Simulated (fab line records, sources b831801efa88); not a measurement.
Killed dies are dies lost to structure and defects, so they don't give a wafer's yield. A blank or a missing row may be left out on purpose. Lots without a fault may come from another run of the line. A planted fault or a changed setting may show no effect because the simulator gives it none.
Which tool did it? | flow sky130 | 13 lots, 39 wafers sampled, at 4 steps of a route of 708

WHAT THE GAUGES READ, wafer by wafer
SKY_SONOS_TUNNEL_OVL_MEAS_08. Usual: SONOS_TUNNEL_OVL 0.1 nm, standard deviation 1.5.
lot  | measured     | on         | SONOS_TUNNEL_OVL (nm) | flag
L627 | day 11 17:22 | overlay-01 | 3.2 4.2 2.1           |
L628 | day 12 03:30 | overlay-02 | -0.3 0.5 0.9          |
L632 | day 14 08:27 | overlay-02 | 1.2 1.7 1.6           |
L636 | day 14 23:55 | overlay-01 | -2.5 -1.7 -3.2        |
L640 | day 16 12:34 | overlay-02 | 0.4 0.7 0.2           |
L641 | day 16 19:48 | overlay-02 | 0.1 0.5 1.1           |
L642 | day 17 01:48 | overlay-01 | -1.0 -2.8 -1.5        |
L644 | day 17 17:13 | overlay-02 | 1.2 1.2 2.3           |
L645 | day 17 22:36 | overlay-01 | -0.6 -0.9 -0.1        |
L646 | day 18 03:21 | overlay-01 | -0.9 0.3 0.3          |
L647 | day 18 23:07 | overlay-02 | -1.0 -1.1 0.6         |
L648 | day 19 04:21 | overlay-01 | 0.2 0.4 1.1           |
L649 | day 19 06:46 | overlay-02 | 0.9 2.8 2.3           |

SKY_SD_P_TW_MEAS_11. Usual: SD_P_TW 2831, standard deviation 22.
lot  | measured     | on            | SD_P_TW        | flag
L627 | day 26 03:23 | film_metro-02 | 2803 2807 2801 |
L628 | day 26 09:14 | film_metro-04 | 2833 2849 2856 |
L636 | day 29 19:02 | film_metro-03 | 2807 2796 2809 |
L640 | day 31 07:48 | film_metro-03 | 2821 2838 2837 |
L641 | day 31 03:23 | film_metro-03 | 2833 2849 2839 |
L642 | day 31 11:08 | film_metro-04 | 2854 2851 2850 |
L644 | day 31 23:48 | film_metro-02 | 2832 2823 2810 |
L645 | day 32 01:41 | film_metro-02 | 2805 2784 2817 |
L646 | day 32 08:41 | film_metro-04 | 2864 2864 2874 |
L647 | day 33 04:16 | film_metro-02 | 2805 2815 2789 |
L648 | day 33 06:35 | film_metro-04 | 2855 2860 2843 |
L649 | day 33 07:16 | film_metro-02 | 2806 2805 2789 |

WHICH TOOL RAN EACH LOT (tool, then ch and the chambers of the sampled wafers, then the start)
lot  | SKY_POLY_GATE_ETCH_15              | SKY_LDD_LDN_STRIP_12
L627 | rie_diel-02 ch 1,2, day 16 20:11   | plasma_asher-04 ch 0, day 23 14:43
L628 | rie_diel-04 ch 0,3, day 17 04:38   | plasma_asher-04 ch 0,1, day 23 18:13
L632 | rie_diel-03 ch 0,1,3, day 19 19:29 | plasma_asher-02 ch 0,1, day 26 06:19
L636 | rie_diel-03 ch 2,3, day 20 20:50   | plasma_asher-04 ch 0,1, day 27 05:34
L640 | rie_diel-04 ch 0,1,2, day 22 14:02 | plasma_asher-04 ch 0,1, day 28 21:59
L641 | rie_diel-03 ch 0,1,2, day 22 09:47 | plasma_asher-02 ch 0,1, day 28 16:19
L642 | rie_diel-02 ch 0,1,2, day 22 17:17 | plasma_asher-02 ch 0,1, day 28 22:52
L644 | rie_diel-02 ch 0,1, day 23 09:14   | plasma_asher-02 ch 0,1, day 29 13:37
L645 | rie_diel-02 ch 0,1,2, day 23 11:35 | plasma_asher-04 ch 0,1, day 29 15:46
L646 | rie_diel-04 ch 2,3, day 23 17:59   | plasma_asher-02 ch 0,1, day 29 21:58
L647 | rie_diel-02 ch 2,3, day 24 14:47   | plasma_asher-04 ch 0,1, day 30 17:59
L648 | rie_diel-03 ch 1,2,3, day 24 17:23 | plasma_asher-02 ch 0,1, day 30 19:43
L649 | rie_diel-02 ch 0,3, day 24 19:47   | plasma_asher-03 ch 0,1, day 30 22:38
- SKY_POLY_GATE_ETCH_15: etches BARC in N2/H2, stops on SiO2, time 118.5 s, target depth 110 nm.
- SKY_LDD_LDN_STRIP_12: strips in O2/N2.

WHAT THE TOOLS THEMSELVES READ (means of the sampled wafers that have a number; where no wafer has one, the mark that the record gives instead)
SKY_POLY_GATE_ETCH_15. Usual: drypump_motor_current_A 5.7 A, standard deviation 0.58; oes_product_au 0.717 a.u., standard deviation 0.0042; throttle_valve_pct 13.213 %, standard deviation 0.0087.
lot  | tool        | drypump_motor_current_A (A) | oes_product_au (a.u.) | throttle_valve_pct (%) | flag
L627 | rie_diel-02 | 5.5                         | 0.712                 | 13.212                 |
L628 | rie_diel-04 | 5.1                         | 0.714                 | 13.217                 |
L632 | rie_diel-03 | 5.6                         | 0.713                 | 13.223                 |
L636 | rie_diel-03 | 5.1                         | 0.719                 | 13.210                 |
L640 | rie_diel-04 | 5.5                         | 0.717                 | 13.222                 |
L641 | rie_diel-03 | 5.6                         | 0.717                 | 13.221                 |
L642 | rie_diel-02 | 5.8                         | 0.720                 | 13.210                 |
L644 | rie_diel-02 | 5.8                         | 0.716                 | 13.224                 |
L645 | rie_diel-02 | 5.8                         | 0.715                 | 13.206                 |
L646 | rie_diel-04 | 5.1                         | 0.710                 | 13.217                 |
L647 | rie_diel-02 | 5.9                         | 0.719                 | 13.215                 |
L648 | rie_diel-03 | 5.2                         | 0.719                 | 13.201                 |
L649 | rie_diel-02 | 6.5                         | 0.718                 | 13.215                 |

SKY_LDD_LDN_STRIP_12. Usual: drypump_motor_current_A 5.65 A, standard deviation 0.22; oes_product_au 0.715 a.u., standard deviation 0.004; strip_time_to_endpoint_s 14.17 s, standard deviation 0.037.
lot  | tool            | drypump_motor_current_A (A) | oes_product_au (a.u.) | strip_time_to_endpoint_s (s) | flag
L627 | plasma_asher-04 | 5.70                        | 0.715                 | 14.15                        |
L628 | plasma_asher-04 | 5.55                        | 0.718                 | 14.19                        |
L632 | plasma_asher-02 | 5.84                        | 0.939                 | -                            | OFF
L636 | plasma_asher-04 | 5.57                        | 0.714                 | 14.19                        |
L640 | plasma_asher-04 | 5.42                        | 0.716                 | 14.15                        |
L641 | plasma_asher-02 | 5.80                        | 0.716                 | 14.15                        |
L642 | plasma_asher-02 | 5.83                        | 0.712                 | 14.16                        |
L644 | plasma_asher-02 | 5.83                        | 0.717                 | 14.21                        |
L645 | plasma_asher-04 | 5.44                        | 0.715                 | 14.16                        |
L646 | plasma_asher-02 | 5.79                        | 0.711                 | 14.14                        |
L647 | plasma_asher-04 | 5.44                        | 0.718                 | 14.17                        |
L648 | plasma_asher-02 | 5.79                        | 0.718                 | 14.16                        |
L649 | plasma_asher-03 | 5.72                        | 0.716                 | 14.15                        |

THE ANSWER, worked out from the rows above alone
Rule: a lot is off if the mean of its wafers that have a number lies more than 3 standard deviations from the usual mean. A lot without any number at a reading at which 4 lots or more have one is off too. The other lots that the step has rows for count as sound. The gauges are gone through in route order, then the tools' own readings, and for those a lot's mean is taken as printed above. The first step at which some lot is off is used, and at that step the reading that is off furthest; a lot without a number counts as furthest.
Off: L632, at SKY_LDD_LDN_STRIP_12 (strip_time_to_endpoint_s). Without a number there: L632.
A tool fits if, at that step or a process step before it, it ran every lot that is off, and no sound lot after the first of them. None of those tried fits.

WHAT THE SIMULATOR HAD PUT IN
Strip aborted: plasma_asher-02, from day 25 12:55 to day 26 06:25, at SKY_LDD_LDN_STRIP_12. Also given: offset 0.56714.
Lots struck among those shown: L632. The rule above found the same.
